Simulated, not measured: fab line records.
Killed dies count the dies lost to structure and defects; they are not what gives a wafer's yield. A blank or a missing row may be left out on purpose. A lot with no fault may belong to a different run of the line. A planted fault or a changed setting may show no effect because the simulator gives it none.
Which of the tools did it? || flow gf180mcu || Sampling: 7 lots, 21 wafers, 4 of 602 route steps

## WHAT EACH GAUGE READ, for each wafer
GF_TOP_METAL_OVL_MEAS_15.
{"lot": "L605", "measured": "day 28 10:22", "on": "overlay-01", "TOP_METAL_OVL (nm)": "1.6 -0.3 0.4"}
{"lot": "L608", "measured": "day 29 10:39", "on": "overlay-01", "TOP_METAL_OVL (nm)": "-0.3 -2.4 -1.1"}
{"lot": "L610", "measured": "day 30 05:10", "on": "overlay-02", "TOP_METAL_OVL (nm)": "-1.7 -0.3 -0.9"}
{"lot": "L613", "measured": "day 30 23:34", "on": "overlay-02", "TOP_METAL_OVL (nm)": "0.1 -0.5 0.5"}
{"lot": "L622", "measured": "day 33 04:04", "on": "overlay-02", "TOP_METAL_OVL (nm)": "-2.8 -0.4 -0.8"}
{"lot": "L624", "measured": "day 33 17:20", "on": "overlay-01", "TOP_METAL_OVL (nm)": "-2.9 -2.4 -1.8"}
{"lot": "L626", "measured": "day 34 01:54", "on": "overlay-02", "TOP_METAL_OVL (nm)": "-0.7 -1.4 -2.9"}

## EACH LOT AND THE TOOL THAT RAN IT (in order: tool; ch and the chambers of the sampled wafers; start)
{"lot": "L605", "GF_STI_CLEAN_16": "wet-bench-01 ch 2, day 2 07:16", "GF_MIM_SPUTTER_01": "pvd-sputter-04, day 24 20:03", "GF_TOP_METAL_SPUTTER_00": "pvd-sputter-01, day 27 13:47"}
{"lot": "L608", "GF_STI_CLEAN_16": "wet-bench-02 ch 2, day 2 22:40", "GF_MIM_SPUTTER_01": "pvd-sputter-04, day 25 23:49", "GF_TOP_METAL_SPUTTER_00": "pvd-sputter-03, day 28 16:04"}
{"lot": "L610", "GF_STI_CLEAN_16": "wet-bench-01 ch 2, day 3 08:32", "GF_MIM_SPUTTER_01": "pvd-sputter-02, day 26 19:39", "GF_TOP_METAL_SPUTTER_00": "pvd-sputter-03, day 29 10:23"}
{"lot": "L613", "GF_STI_CLEAN_16": "wet-bench-01 ch 2, day 4 01:46", "GF_MIM_SPUTTER_01": "pvd-sputter-02, day 27 17:05", "GF_TOP_METAL_SPUTTER_00": "pvd-sputter-04, day 30 05:10"}
{"lot": "L622", "GF_STI_CLEAN_16": "wet-bench-04 ch 1, day 5 23:01", "GF_MIM_SPUTTER_01": "pvd-sputter-03, day 30 03:32", "GF_TOP_METAL_SPUTTER_00": "pvd-sputter-03, day 32 11:52"}
{"lot": "L624", "GF_STI_CLEAN_16": "wet-bench-02 ch 0, day 6 08:29", "GF_MIM_SPUTTER_01": "pvd-sputter-03, day 30 18:29", "GF_TOP_METAL_SPUTTER_00": "pvd-sputter-01, day 33 01:28"}
{"lot": "L626", "GF_STI_CLEAN_16": "wet-bench-04 ch 0, day 6 19:23", "GF_MIM_SPUTTER_01": "pvd-sputter-03, day 31 04:42", "GF_TOP_METAL_SPUTTER_00": "pvd-sputter-01, day 33 10:15"}
- GF_STI_CLEAN_16: cleans in dHF, time 25 s.
- GF_MIM_SPUTTER_01: material TiN, target thk 30 nm, time 25 s.
- GF_TOP_METAL_SPUTTER_00: material Ti, target thk 37.5 nm, time 155.9 s.

## THE ANSWER, worked out from the rows above alone
Rule: what is usual is taken from the lots themselves. The widest of any qualifying gaps counts: lots, ordered by their means at a reading, are off when they make up no more than a third of the lots, leave a main group of 4 or more, and stand apart from it by 3 or more times the standard deviation of that group's means. If all means in a main group match to the digits the tables above print for the reading, that group is not used. Also off: a lot with no number at a reading for which 4 or more lots have one. Where the step has rows for the other lots, those lots are counted as sound.
Nothing can be told from this: no lot is off at any reading shown.

## WHAT THE SIMULATOR PUT IN
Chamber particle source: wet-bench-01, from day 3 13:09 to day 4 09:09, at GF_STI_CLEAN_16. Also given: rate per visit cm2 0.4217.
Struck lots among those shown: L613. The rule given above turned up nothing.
